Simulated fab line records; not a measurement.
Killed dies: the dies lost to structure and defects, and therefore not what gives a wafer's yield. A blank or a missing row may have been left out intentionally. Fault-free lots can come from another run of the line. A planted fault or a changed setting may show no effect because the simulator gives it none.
fab line records	flow sky130
record: lots: 7	wafers: 20	last-day: 50
route steps=708 shown LDD_HVP@283 LDD_LDN@289
lots that met no fault: from a run of the same line without faults
start-h: hours from the record's opening day to when the first of the lot's shown wafers began	wait-h: hours from the lot's prior step to this one	" unchanged from the row above	L1.1+2: one row covering several wafers at once	- value missing, or start not given	* or withheld: withheld	< > ~ a bound
route shown NAME@n: NAME is a module with steps in the file, n the number in the route of the first one	usual: the fault-free wafers' mean and standard deviation	same: alike in all rows	chamber/n: place in a boat	sites: the reading at each site	_std_site: standard deviation across them	_edge_site: outer sites' mean less inner sites'	radius-mm: how far each site lies from the wafer's centre	mask NAME#n: copy n	behind: the most recent tool/chamber to have shaped the wafer	hold: the reason the lot was held/the length of the hold in hours/how it ended	device: whichever transistor did not switch (one of n, p or np)	end of line: the route-end tests of the same wafers	a step with no rows: only its recipe	killed: not the wafer's yield, but the dies lost to structure and defects at the first sort	map: dies across one wafer; x = killed, . = not, _ = none there
set.NAME: setting as actually run; set.NAME@STEP: the setting as run at that earlier step	model.NAME: the simulator's own value behind a step, which no gauge read
a table for each step, a row for each wafer; lots at some steps of the route
services: the hour from which a tool's chamber was out of use, counted from the record's first day as start-h (under 0 if before that day), plus the number of hours and why
== steps ==
step: SKY_LDD_HVP_PEB_05
recipe: temp-c: withheld	time-s: *	resist: NOVOLAK
step: SKY_LDD_HVP_DEVELOP_06
recipe: resist: NOVOLAK	developer: TMAH	develop-time-s: 60	dev-temp-c: 23
step: SKY_LDD_HVP_OVL_MEAS_07
usual: LDD_HVP_OVL: -0.2/1.6
lot.wafer	tool	chamber	start-h	wait-h	LDD_HVP_OVL[nm]
L436.2	overlay-02	-	494.68	0.1	-0.9
L436.4	"	-	"	"	-0.6
L436.6	"	-	"	"	0.1
L439.1	overlay-01	-	537.07	0.1	-3.1
L439.2	"	-	"	"	-3.0
L439.5	"	-	"	"	-1.3
L440.1	overlay-01	-	537.93	0.1	-1.5
L440.3	"	-	"	"	-0.5
L440.5	"	-	"	"	0.9
L450.2	overlay-02	-	615.73	0.1	-0.8
L450.4	"	-	"	"	0.6
L450.6	"	-	"	"	0.0
L457.1	overlay-02	-	676.53	0.1	0.9
L457.5	"	-	"	"	2.2
L458.1	overlay-02	-	686.32	0.1	-2.9
L458.4	"	-	"	"	-1.4
L458.6	"	-	"	"	-2.4
L459.1	overlay-02	-	688.18	0.1	-0.8
L459.2	"	-	"	"	-1.8
L459.3	"	-	"	"	-0.2
step: SKY_LDD_HVP_IMPLANT_08
recipe: species: B	energy-kev: 20	dose-cm2: 1.7e+13	tilt-deg: 17.9
step: SKY_LDD_HVP_STRIP_09
recipe: chemistry: O2/N2	power-w: 1400	pressure-mtorr: 1500	platen-temp-c: withheld	o2-flow-sccm: 3000	n2-flow-sccm: 300	overash-fraction: 0.5
usual: drypump-motor-current-A: 5.5/0.35	oes-product-au: 0.409/0.0045	strip-time-to-endpoint-s: 4.134/0.013
lot.wafer	tool	chamber	start-h	wait-h	drypump-motor-current-A	oes-product-au	rf-hours-counter-h	strip-time-to-endpoint-s
L436.2	plasma-asher-03	1	494.86	0.1	5.1	0.406	67	4.146
L436.4	"	0	"	"	5.0	0.399	-	4.132
L436.6	"	1	"	"	5.1	0.406	-	4.128
L439.1	plasma-asher-04	0	537.26	0.1	6.0	0.405	79	4.151
L439.2	"	1	"	"	5.5	0.414	79	4.139
L439.5	"	0	"	"	6.0	0.413	-	4.124
L440.1	plasma-asher-04	1	538.12	0.1	5.5	0.410	79	4.121
L440.3	"	0	"	"	6.0	0.411	-	4.129
L440.5	"	1	"	"	5.5	0.410	-	4.132
L450.2	plasma-asher-04	1	615.91	0.1	5.5	0.408	86	4.127
L450.4	"	0	"	"	6.0	0.409	-	4.128
L450.6	"	1	"	"	5.5	0.416	-	4.119
L457.1	plasma-asher-04	1	676.72	0.1	5.5	0.405	93	4.132
L457.5	"	0	"	"	6.0	0.413	-	4.125
L458.1	plasma-asher-01	1	686.51	0.1	5.8	0.404	26	4.131
L458.4	"	0	"	"	5.5	0.411	-	4.140
L458.6	"	1	"	"	5.8	0.404	-	4.133
L459.1	plasma-asher-04	0	688.37	0.1	6.0	0.401	93	4.134
L459.2	"	1	"	"	5.5	0.403	93	4.123
L459.3	"	1	"	"	5.5	0.408	-	4.159
step: SKY_LDD_HVP_TW_MEAS_10
usual: LDD_HVP_TW: 454.1/2.1
lot.wafer	tool	chamber	start-h	wait-h	LDD_HVP_TW
L436.2	film-metro-03	-	494.97	0.1	448.5
L436.4	"	-	"	"	451.9
L436.6	"	-	"	"	450.5
L439.1	film-metro-04	-	537.36	0.1	453.2
L439.2	"	-	"	"	454.4
L439.5	"	-	"	"	454.1
L440.1	film-metro-02	-	538.22	0.1	453.9
L440.3	"	-	"	"	453.6
L440.5	"	-	"	"	454.2
L450.2	film-metro-03	-	616.02	0.1	456.5
L450.4	"	-	"	"	456.7
L450.6	"	-	"	"	454.8
L457.1	film-metro-04	-	676.82	0.1	452.0
L457.5	"	-	"	"	451.8
L458.1	film-metro-03	-	686.61	0.1	455.5
L458.4	"	-	"	"	453.5
L458.6	"	-	"	"	455.1
L459.1	film-metro-03	-	688.47	0.1	457.7
L459.2	"	-	"	"	453.8
L459.3	"	-	"	"	455.1
step: SKY_LDD_LDN_DEHYDRATE_00
recipe: temp-c: 200	time-s: 60
step: SKY_LDD_LDN_HMDS_01
recipe: prime-time-s: 60	prime-temp-c: 120
step: SKY_LDD_LDN_COAT_02
recipe: resist: NOVOLAK	spin-rpm: 3000	resist-thk-nm: 1140
step: SKY_LDD_LDN_SOFTBAKE_03
recipe: temp-c: 90	time-s: 60	resist: NOVOLAK
step: SKY_LDD_LDN_EXPOSE_04
recipe: mask-id: LDNTM	na: 0.6	source-shape: conventional	sigma-outer: 0.6	polarization: unpolarized	target-cd-nm: 700	dose-mj: 140
step: SKY_LDD_LDN_PEB_05
recipe: temp-c: withheld	time-s: *	resist: NOVOLAK
step: SKY_LDD_LDN_DEVELOP_06
recipe: resist: NOVOLAK	developer: TMAH	develop-time-s: 60	dev-temp-c: 23
lot.wafer	tool	chamber	start-h	wait-h
L436.2+4+6	litho-track-01	0	524.65	0.1
L439.1+2+5	litho-track-02	0	566.68	0.1
L440.1+3+5	litho-track-01	0	567.72	0.1
L450.2+4+6	litho-track-04	0	644.24	0.1
L457.1+5	litho-track-02	0	703.83	0.1
L458.1+4+6	litho-track-02	0	713.48	0.1
L459.1+2+3	litho-track-02	0	716.13	0.1
step: SKY_LDD_LDN_OVL_MEAS_07
usual: LDD_LDN_OVL: -0.3/1.3
lot.wafer	tool	chamber	start-h	wait-h	LDD_LDN_OVL[nm]
L436.2	overlay-02	-	524.78	0.1	-0.8
L436.4	"	-	"	"	0.2
L436.6	"	-	"	"	0.2
L439.1	overlay-01	-	566.83	0.1	0.0
L439.2	"	-	"	"	-1.7
L439.5	"	-	"	"	-0.9
L440.1	overlay-02	-	567.87	0.1	-0.8
L440.3	"	-	"	"	-0.7
L440.5	"	-	"	"	-1.4
L450.2	overlay-01	-	644.37	0.1	-0.6
L450.4	"	-	"	"	-0.9
L450.6	"	-	"	"	-1.6
L457.1	overlay-02	-	703.98	0.1	-
L457.5	"	-	"	"	-2.1
L458.1	overlay-02	-	713.63	0.1	-
L458.4	"	-	"	"	1.5
L458.6	"	-	"	"	1.8
L459.1	overlay-02	-	716.28	0.1	-
L459.2	"	-	"	"	-1.4
L459.3	"	-	"	"	-
step: SKY_LDD_LDN_IMPLANT_08
recipe: species: As	energy-kev: 15	dose-cm2: 1.25e+13	tilt-deg: withheld	rotation-deg: 23
step: SKY_LDD_LDN_IMPLANT_09
recipe: species: As	energy-kev: 15	dose-cm2: 1.25e+13	tilt-deg: withheld	rotation-deg: 113
step: SKY_LDD_LDN_IMPLANT_10
recipe: species: As	energy-kev: 15	dose-cm2: 1.25e+13	tilt-deg: withheld	rotation-deg: 203
step: SKY_LDD_LDN_IMPLANT_11
recipe: species: As	energy-kev: 15	dose-cm2: 1.25e+13	tilt-deg: withheld	rotation-deg: 293
step: SKY_LDD_LDN_STRIP_12
recipe: chemistry: O2/N2	power-w: 1400	pressure-mtorr: 1500	platen-temp-c: withheld	o2-flow-sccm: 3000	n2-flow-sccm: 300	overash-fraction: 0.5
usual: drypump-motor-current-A: 5.7/0.36	oes-product-au: 0.715/0.0046	strip-time-to-endpoint-s: 14.19/0.037
lot.wafer	tool	chamber	start-h	wait-h	drypump-motor-current-A	oes-product-au	rf-hours-counter-h	strip-time-to-endpoint-s
L436.2	plasma-asher-02	0	525.41	0.1	6.3	0.715	42	14.24
L436.4	"	0	"	"	6.3	0.720	-	14.22
L436.6	"	0	"	"	6.2	0.714	-	14.28
L439.1	plasma-asher-04	1	567.47	0.1	5.5	0.717	82	14.16
L439.2	"	0	"	"	6.0	0.711	82	14.18
L439.5	"	1	"	"	5.5	0.700	-	14.09
L440.1	plasma-asher-02	1	568.51	0.1	5.2	0.717	46	14.21
L440.3	"	0	"	"	6.3	0.710	-	14.20
L440.5	"	1	"	"	5.2	0.708	-	14.21
L450.2	plasma-asher-01	0	645.00	0.1	5.4	0.712	22	14.19
L450.4	"	1	"	"	5.8	0.712	-	14.17
L450.6	"	1	"	"	5.8	0.718	-	14.20
L457.1	plasma-asher-01	0	704.62	0.1	5.5	0.708	28	14.23
L457.5	"	0	"	"	5.5	0.714	-	14.20
L458.1	plasma-asher-04	1	714.35	0.2	5.5	0.711	96	14.22
L458.4	"	1	"	"	5.5	0.722	-	14.20
L458.6	"	1	"	"	5.5	0.717	-	14.16
L459.1	plasma-asher-01	1	716.92	0.1	5.8	0.715	29	14.13
L459.2	"	0	"	"	5.4	0.709	29	14.12
L459.3	"	0	"	"	5.5	0.712	-	14.11
step: SKY_LDD_LDN_TW_MEAS_13
usual: LDD_LDN_TW: 1472/6.9
lot.wafer	tool	chamber	start-h	wait-h	LDD_LDN_TW
L436.2	film-metro-01	-	525.52	0.1	1473
L436.4	"	-	"	"	1471
L436.6	"	-	"	"	1468
L439.1	film-metro-01	-	567.57	0.1	1457
L439.2	"	-	"	"	1456
L439.5	"	-	"	"	1463
L440.1	film-metro-04	-	568.61	0.1	1479
L440.3	"	-	"	"	1484
L440.5	"	-	"	"	1477
L450.2	film-metro-01	-	645.11	0.1	1474
L450.4	"	-	"	"	1471
L450.6	"	-	"	"	1464
L457.1	film-metro-03	-	704.72	0.1	30
L457.5	"	-	"	"	1482
L458.1	film-metro-04	-	714.45	0.1	30
L458.4	"	-	"	"	1460
L458.6	"	-	"	"	1463
L459.1	film-metro-03	-	717.02	0.1	30
L459.2	"	-	"	"	1467
L459.3	"	-	"	"	30
step: SKY_LDD_LDN_CLEAN_14
recipe: chemistry: SC1/SC2	mix: 1:4:20	temp-c: 70	time-s: 150	dry: n2-spin
== services ==
tool	chamber	start-h	hours	kind
plasma-asher-04	-	481.21	11.0	repair
litho-track-01	-	483.82	-	consumable-replace:filter
plasma-asher-02	-	586.14	12.0	repair
plasma-asher-04	-	599.43	2.8	pm
plasma-asher-03	-	630.73	1.2	repair
plasma-asher-02	-	645.45	5.3	repair
plasma-asher-04	-	682.13	2.8	repair
plasma-asher-03	-	712.82	2.8	pm
== key ==
first-sign: step: SKY_LDD_LDN_OVL_MEAS_07	reading: LDD_LDN_OVL	direction: missing
effect: step: SKY_LDD_LDN_TW_MEAS_13	reading: LDD_LDN_TW	direction: down	sigmas: 99+	usual: 1472	struck: 30
met-at SKY_LDD_LDN_DEVELOP_06
struck-wafers L457.1,L458.1,L459.1,L459.3
sort-left-out L457.1,L458.1,L459.1,L459.3
tester-left-out L457,L458,L459
onset-between 566.68 703.83
fault: kind: process-parameter-drift	tool: litho-track-02	chamber: -	onset-h: 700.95	steps: SKY_LDD_LDN_DEVELOP_06	channel: develop-time-s	offset: *	shape: step	end-h: 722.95	scope: struck-wafers-only	acts-in: *	stated: *
tester-left-out: of these lots the tester's yield and bins aren't shown, on N5 and GAA mostly nor the transistor test; their killed dies are dies lost to structure and defects alone, not to doping, threshold or leakage, so they don't give the yield
sort-left-out: the simulated sort isn't trusted on such a fault, so these wafers' sort isn't shown, and their yield isn't known
